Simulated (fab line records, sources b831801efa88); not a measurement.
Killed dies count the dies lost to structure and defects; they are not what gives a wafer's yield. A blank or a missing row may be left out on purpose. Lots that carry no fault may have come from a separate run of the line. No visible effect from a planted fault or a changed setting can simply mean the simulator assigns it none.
Which of the tools did it? ; flow gf180mcu ; Sampling: 12 lots, 36 wafers, 6 of 602 route steps

WHAT EACH GAUGE READ, for each wafer
GF_DNWELL_TW_MEAS_09.
lot;measured;on;DNWELL_TW
L952;day 3 08:29;film-metro-02;1342 1340 1344
L953;day 3 13:23;film-metro-02;1341 1341 1347
L954;day 3 16:45;film-metro-02;1348 1357 1344
L955;day 4 04:47;film-metro-01;1362 1362 1353
L958;day 4 13:26;film-metro-03;1363 1358 1363
L959;day 4 19:46;film-metro-02;1338 1337 1345
L960;day 5 01:17;film-metro-01;1338 1339 1339
L961;day 5 05:10;film-metro-03;1364 1367 1363
L963;day 5 16:47;film-metro-03;1367 1369 1368
L965;day 6 02:32;film-metro-01;1340 1342 1335
L966;day 6 08:02;film-metro-03;1375 1369 1370
L970;day 7 04:34;film-metro-01;1356 1357 1348

GF_MVSD_TW_MEAS_11.
lot;measured;on;MVSD_TW
L952;day 5 01:52;film-metro-01;1572 1589 1587
L953;day 5 06:47;film-metro-01;1589 1574 1577
L954;day 5 12:20;film-metro-04;1576 1578 1586
L955;day 5 23:01;film-metro-04;1589 1590 1583
L958;day 6 10:46;film-metro-03;1606 1596 1600
L959;day 6 16:55;film-metro-04;1571 1578 1572
L960;day 6 22:40;film-metro-01;1566 1567 1582
L961;day 7 03:40;film-metro-01;1583 1584 1586
L963;day 7 15:16;film-metro-03;1603 1603 1597
L965;day 8 02:28;film-metro-01;1856 1859 1858
L966;day 8 08:26;film-metro-03;1871 1879 1858
L970;day 9 07:55;film-metro-01;1576 1580 1583

GF_VT_IMPLANT_RS_MEAS_46: a four-point-probe measurement.
lot;measured;on;MVSD_RS (ohm/sq)
L952;day 8 06:44;film-metro-04;456.4 455.8 456.0
L953;day 8 13:23;film-metro-04;456.8 457.6 456.1
L954;day 8 21:34;film-metro-01;457.3 456.2 456.4
L955;day 9 08:17;film-metro-01;455.1 456.6 455.7
L958;day 9 23:47;film-metro-03;454.1 457.2 456.9
L959;day 10 06:25;film-metro-04;456.3 457.0 455.6
L960;day 10 13:58;film-metro-01;456.7 457.0 457.4
L961;day 10 17:43;film-metro-04;455.2 455.8 454.0
L963;day 11 09:05;film-metro-01;456.8 456.5 457.2
L965;day 11 20:25;film-metro-03;351.9 352.4 352.0
L966;day 12 04:44;film-metro-04;353.9 353.0 353.5
L970;day 13 06:58;film-metro-01;457.1 457.0 456.1

EACH LOT AND THE TOOL THAT RAN IT (in order: tool; ch and the chambers of the sampled wafers; start)
lot;GF_STI_CMP_25;GF_MVSD_IMPLANT_08;GF_MVPSD_STRIP_10
L952;cmp-02 ch 0,2,3, day 2 16:55;implanter-02 ch 0, day 5 01:29;plasma-asher-01 ch 0,1, day 5 16:31
L953;cmp-01 ch 0,1, day 2 20:35;implanter-03 ch 0, day 5 06:24;plasma-asher-02 ch 0,1, day 5 21:33
L954;cmp-02 ch 0,2, day 3 01:25;implanter-03 ch 0, day 5 11:58;plasma-asher-03 ch 0,1, day 6 03:29
L955;cmp-01 ch 0,2,3, day 3 07:11;implanter-02 ch 0, day 5 22:38;plasma-asher-01 ch 0,1, day 6 13:36
L958;cmp-01 ch 1,2,3, day 3 20:54;implanter-03 ch 0, day 6 10:23;plasma-asher-01 ch 0,1, day 7 02:33
L959;cmp-01 ch 2,3, day 4 02:44;implanter-02 ch 0, day 6 16:31;plasma-asher-03 ch 1, day 7 08:43
L960;cmp-02 ch 1,2,3, day 4 07:34;implanter-03 ch 0, day 6 22:16;plasma-asher-03 ch 0,1, day 7 14:48
L961;cmp-01 ch 0,2, day 4 12:08;implanter-04 ch 0, day 7 03:16;plasma-asher-02 ch 0,1, day 7 19:52
L963;cmp-01 ch 1,2, day 4 23:01;implanter-02 ch 0, day 7 14:53;plasma-asher-03 ch 1, day 8 07:16
L965;cmp-01 ch 1,2, day 5 08:48;implanter-02 ch 0, day 8 02:04;plasma-asher-01 ch 0,1, day 8 19:16
L966;cmp-02 ch 0,1,3, day 5 14:17;implanter-02 ch 0, day 8 08:03;plasma-asher-01 ch 1, day 9 01:58
L970;cmp-01 ch 0,1,2, day 6 10:19;implanter-03 ch 0, day 9 07:31;plasma-asher-01 ch 0,1, day 10 02:00
- GF_STI_CMP_25: polishes, stops on Si3N4, t overpolish 33 s, target thk 524.6 nm.
- GF_MVSD_IMPLANT_08
- GF_MVPSD_STRIP_10: strips in O2/N2.

AS READ BY THE TOOLS THEMSELVES (means over the sampled wafers that have a number; for cases with no such wafer, the mark the record gives instead)
GF_STI_CMP_25.
lot;tool;motor-current-A (A);overpolish-run-s (s);time-to-endpoint-s (s)
L952;cmp-02;11.2;32.998;132
L953;cmp-01;12.6;32.998;123
L954;cmp-02;10.2;33.000;132
L955;cmp-01;11.3;33.002;121
L958;cmp-01;11.0;33.010;117
L959;cmp-01;10.7;33.000;116
L960;cmp-02;12.3;33.001;116
L961;cmp-01;12.1;32.997;118
L963;cmp-01;11.2;32.993;117
L965;cmp-01;11.2;32.988;120
L966;cmp-02;11.7;32.989;119
L970;cmp-01;11.3;33.007;119

GF_MVSD_IMPLANT_08.
lot;tool;beam-on-s (s);dose-ions-cm2;faraday-current-uA
L952;implanter-02;9.99;1.5995e+13;90.1
L953;implanter-03;10.13;1.6000e+13;89.1
L954;implanter-03;9.92;1.6021e+13;90.7
L955;implanter-02;10.31;1.5999e+13;87.3
L958;implanter-03;10.03;1.5992e+13;90.0
L959;implanter-02;9.86;1.6000e+13;91.6
L960;implanter-03;10.06;1.5999e+13;89.7
L961;implanter-04;10.04;1.5995e+13;89.9
L963;implanter-02;10.09;1.6019e+13;89.8
L965;implanter-02;10.80;2.8164e+13;147.3
L966;implanter-02;10.70;2.8168e+13;148.8
L970;implanter-03;10.00;1.6018e+13;90.3

GF_MVPSD_STRIP_10.
lot;tool;drypump-motor-current-A (A);heater-power-w (W);oes-product-au (a.u.);strip-time-to-endpoint-s (s)
L952;plasma-asher-01;5.6;309;0.717;36.86
L953;plasma-asher-02;6.4;333;0.719;36.76
L954;plasma-asher-03;5.6;290;0.722;36.87
L955;plasma-asher-01;5.6;310;0.722;36.92
L958;plasma-asher-01;5.6;305;0.726;36.85
L959;plasma-asher-03;5.6;296;0.722;36.90
L960;plasma-asher-03;5.6;282;0.723;36.89
L961;plasma-asher-02;6.5;304;0.721;37.00
L963;plasma-asher-03;5.6;305;0.722;36.91
L965;plasma-asher-01;5.6;308;0.722;36.90
L966;plasma-asher-01;5.7;359;0.718;36.91
L970;plasma-asher-01;5.6;304;0.720;36.87

THE ANSWER, worked out from the rows above alone
Rule: usual is defined by the lots themselves. The widest of any qualifying gaps counts: lots, ordered by their means at a reading, are off when they make up no more than a third of the lots, leave a main group of 4 or more, and stand apart from it by 3 or more times the standard deviation of that group's means. The tables above print the reading to a certain number of digits; a main group whose means all agree to those digits is not used. A lot without any number at a reading at which 4 lots or more have one is off too. Any other lot the step has rows for is counted as sound. First the gauges in route order, then the tools' own readings, where a lot's mean is used as printed above. At the first step where some lot is off, the reading lying furthest off is the one used; lots without a number count as furthest.
Off: L965, L966, seen at GF_MVSD_TW_MEAS_11 (MVSD_TW). Main group: mean 1584, sd 9.4.
A tool fits if, at a process step before that reading, it ran every lot that is off, and no sound lot after the first of them. The gauges at GF_MVSD_TW_MEAS_11 aren't tried: what is off there is off at GF_MVSD_IMPLANT_08 too, on other tools, and a gauge's error can't cause that. One fits: implanter-02 at GF_MVSD_IMPLANT_08. A fault onset in the window from L963 (day 7 14:53, its last sound lot) to L965 (day 8 02:04, its first lot off) fits.
The tool's own readings at GF_MVSD_IMPLANT_08 bear it out: on the lots that are off they differ by more than 5 times the standard deviation of the sound lots' means. beam-on-s reads 10.75 s there against 10.04 s on the sound lots; dose-ions-cm2 reads 2.8166e+13 there against 1.6004e+13 on the sound lots; faraday-current-uA reads 148.1 there against 89.8 on the sound lots.

WHAT THE SIMULATOR PUT IN
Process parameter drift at GF_MVSD_IMPLANT_08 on implanter-02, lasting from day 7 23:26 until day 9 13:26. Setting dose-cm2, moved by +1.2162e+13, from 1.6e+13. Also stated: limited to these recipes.
Lots struck among those shown: L965, L966. The rule above found the same.
